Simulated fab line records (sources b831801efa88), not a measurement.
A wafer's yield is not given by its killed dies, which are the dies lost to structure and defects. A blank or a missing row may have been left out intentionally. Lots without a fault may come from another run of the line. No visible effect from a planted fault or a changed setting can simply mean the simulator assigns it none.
Which tool was responsible? -- flow gf180mcu -- 42 wafers from 14 lots sampled at 5 of the route's 602 steps

== WHAT THE GAUGES SHOWED, per wafer ==
GF_STI_THK_MEAS_30.
lot,measured,on,STI_OXIDATION_02_THK (nm)
L965,day 2 07:04,filmMetro-04,10.19 10.04 9.81
L966,day 2 11:09,filmMetro-01,10.06 9.99 10.13
L970,day 3 10:20,filmMetro-02,10.18 10.25 10.14
L972,day 3 19:34,filmMetro-01,10.26 10.20 10.27
L973,day 3 23:16,filmMetro-02,9.88 9.83 9.80
L974,day 4 04:38,filmMetro-04,10.10 10.03 10.00
L976,day 4 15:28,filmMetro-04,10.22 10.20 10.33
L980,day 5 11:07,filmMetro-02,10.19 10.52 10.29
L981,day 5 16:55,filmMetro-01,9.69 9.78 9.72
L982,day 5 22:34,filmMetro-02,9.61 9.73 9.48
L983,day 6 03:05,filmMetro-02,10.27 9.98 10.27
L985,day 6 14:41,filmMetro-01,10.06 10.20 9.90
L987,day 6 22:58,filmMetro-02,10.07 10.07 10.27
L988,day 7 08:21,filmMetro-02,10.05 10.14 10.05

GF_VT_IMPLANT_OVL_MEAS_40.
lot,measured,on,VT_IMPLANT_03_OVL (nm)
L965,day 7 13:16,overlay-01,-1.0 -0.8 0.2
L966,day 7 18:55,overlay-01,-0.8 0.8 1.5
L970,day 9 00:37,overlay-01,1.7 1.9 1.5
L972,day 9 14:07,overlay-02,0.6 1.0 0.0
L973,day 9 20:00,overlay-02,0.0 0.7 1.9
L974,day 10 02:40,overlay-01,-0.2 1.1 0.4
L976,day 10 16:43,overlay-01,3.1 3.0 2.8
L980,day 11 16:46,overlay-02,-135.2 -133.7 -136.0 -135.3 -133.6 -135.7
L981,day 11 22:15,overlay-02,-135.9 -137.4 -135.7 -136.2 -137.5 -136.6
L982,day 12 07:01,overlay-01,-132.7 -132.1 -132.8 -132.8 -131.7 -132.5
L983,day 12 15:51,overlay-01,-137.4 -136.2 -137.9 -137.2 -136.5 -137.8
L985,day 13 05:10,overlay-02,-0.6 -1.0 -0.1
L987,day 13 16:55,overlay-02,-1.3 0.5 0.7
L988,day 14 05:55,overlay-01,0.5 0.3 -0.2

GF_POLY_GATE_CD_MEAS_10 targets a cd of 280 nm.
lot,measured,on,cdNm (nm)
L965,day 9 04:35,cdSem-01,281.7 281.4 281.9
L966,day 9 10:18,cdSem-02,279.5 279.7 279.0
L970,day 10 18:00,cdSem-01,281.0 279.5 279.9
L972,day 11 08:53,cdSem-02,280.6 280.9 280.1
L973,day 11 13:39,cdSem-01,281.3 281.0 280.5
L974,day 12 00:11,cdSem-02,277.9 279.7 279.1
L976,day 12 11:48,cdSem-01,280.2 280.1 279.3
L985,day 15 04:43,cdSem-01,279.7 279.9 280.2
L987,day 15 17:14,cdSem-01,280.1 281.1 280.3
L988,day 16 07:48,cdSem-01,280.2 278.9 278.3

== WHICH TOOL RAN EACH LOT (tool, then ch and the chambers of the sampled wafers, then the start) ==
lot,GF_VT_IMPLANT_STRIP_20,GF_VT_IMPLANT_EXPOSE_37
L965,"plasmaAsher-02 ch 0,1, day 6 06:47","ilineStepper-02 ch 0, day 7 05:25"
L966,"plasmaAsher-01 ch 0,1, day 6 11:29","ilineStepper-01 ch 0, day 7 11:17"
L970,"plasmaAsher-04 ch 0,1, day 7 15:37","ilineStepper-01 ch 0, day 8 16:24"
L972,"plasmaAsher-02 ch 0,1, day 8 03:56","ilineStepper-01 ch 0, day 9 06:19"
L973,"plasmaAsher-04 ch 0,1, day 8 09:57","ilineStepper-02 ch 0, day 9 11:11"
L974,"plasmaAsher-01 ch 1, day 8 15:39","ilineStepper-02 ch 0, day 9 17:34"
L976,"plasmaAsher-04 ch 0,1, day 9 04:35","ilineStepper-01 ch 0, day 10 07:14"
L980,"plasmaAsher-04 ch 0,1, day 10 03:50","ilineStepper-01 ch 0, day 11 07:22"
L981,"plasmaAsher-02 ch 0,1, day 10 09:29","ilineStepper-01 ch 0, day 11 13:07"
L982,"plasmaAsher-04 ch 0,1, day 10 18:08","ilineStepper-01 ch 0, day 11 21:13"
L983,"plasmaAsher-02 ch 0,1, day 11 02:21","ilineStepper-01 ch 0, day 12 06:04"
L985,"plasmaAsher-01 ch 0,1, day 11 14:11","ilineStepper-02 ch 0, day 12 19:08"
L987,"plasmaAsher-01 ch 0,1, day 12 00:39","ilineStepper-02 ch 0, day 13 07:08"
L988,"plasmaAsher-02 ch 0,1, day 12 13:00","ilineStepper-02 ch 0, day 13 19:13"
- GF_VT_IMPLANT_STRIP_20: strips in O2/N2.
- GF_VT_IMPLANT_EXPOSE_37: exposes mask Nwell HV AREA, target cd 860 nm.

== WHAT THE TOOLS THEMSELVES READ (means of the sampled wafers that have a number; where no wafer has one, the mark that the record gives instead) ==
GF_VT_IMPLANT_STRIP_20.
lot,tool,chamberPressureMTorr (mTorr),drypumpMotorCurrentA (A),heaterPowerW (W),oesProductAu (a.u.),stripTimeToEndpointS (s)
L965,plasmaAsher-02,1500.5,5.6,356,0.719,12.68
L966,plasmaAsher-01,1500.1,5.7,332,0.717,12.62
L970,plasmaAsher-04,1498.6,5.3,352,0.717,12.64
L972,plasmaAsher-02,1499.7,5.9,321,0.715,12.65
L973,plasmaAsher-04,1499.3,5.3,345,0.714,12.58
L974,plasmaAsher-01,1500.8,5.5,308,0.714,12.66
L976,plasmaAsher-04,1500.4,5.3,344,0.716,12.64
L980,plasmaAsher-04,1500.8,5.9,351,0.718,12.60
L981,plasmaAsher-02,1500.3,5.5,356,0.717,12.69
L982,plasmaAsher-04,1500.2,5.9,349,0.716,12.61
L983,plasmaAsher-02,1500.3,5.9,319,0.716,12.67
L985,plasmaAsher-01,1500.5,5.7,334,0.716,12.65
L987,plasmaAsher-01,1500.6,5.7,326,0.719,12.69
L988,plasmaAsher-02,1500.9,5.5,360,0.718,12.64

GF_VT_IMPLANT_EXPOSE_37.
lot,tool,focusOffsetNm (nm)
L965,ilineStepper-02,-0.4
L966,ilineStepper-01,-0.1
L970,ilineStepper-01,0.6
L972,ilineStepper-01,0.4
L973,ilineStepper-02,0.4
L974,ilineStepper-02,-0.6
L976,ilineStepper-01,-0.6
L980,ilineStepper-01,0.2
L981,ilineStepper-01,-0.4
L982,ilineStepper-01,-0.3
L983,ilineStepper-01,-0.1
L985,ilineStepper-02,-0.2
L987,ilineStepper-02,0.3
L988,ilineStepper-02,-0.4

== THE ANSWER, worked out from the rows above alone ==
Rule: the usual values come from the lots themselves. Put in order of their means at a reading, lots are off if they are a third of the lots or fewer, leave a main group of 4 or more, and stand apart from it by a gap of 3 or more times the standard deviation of the main group's means; of several such gaps the widest counts. Not used: any main group whose means are identical at the precision the tables above print for the reading. A lot without any number at a reading at which 4 lots or more have one is off too. The other lots that the step has rows for count as sound. The gauges are gone through in route order, then the tools' own readings, and for those a lot's mean is taken as printed above. At the first step where some lot is off, the reading lying furthest off is the one used; lots without a number count as furthest.
Off: at GF_VT_IMPLANT_OVL_MEAS_40 (VT_IMPLANT_03_OVL), L980, L981, L982, L983. Main group: mean 0.6 nm, sd 1.
A tool fits if, at a process step before that reading, it ran every lot that is off, and no sound lot after the first of them. Gauges at GF_VT_IMPLANT_OVL_MEAS_40: tried the same way as those tools. One fits: ilineStepper-01 at GF_VT_IMPLANT_EXPOSE_37. Its last sound lot is L976 (day 10 07:14), its first lot that is off L980 (day 11 07:22): a fault that began between those two fits.

== WHAT HAD BEEN PUT IN BY THE SIMULATOR ==
Scanner matching overlay: ilineStepper-01, from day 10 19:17 on, at GF_VT_IMPLANT_EXPOSE_37. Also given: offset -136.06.
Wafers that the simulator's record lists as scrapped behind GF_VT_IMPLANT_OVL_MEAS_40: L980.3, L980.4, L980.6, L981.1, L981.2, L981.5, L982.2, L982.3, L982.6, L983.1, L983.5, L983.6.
Lots struck among those shown: L980, L981, L982, L983. Same finding as the rule above.
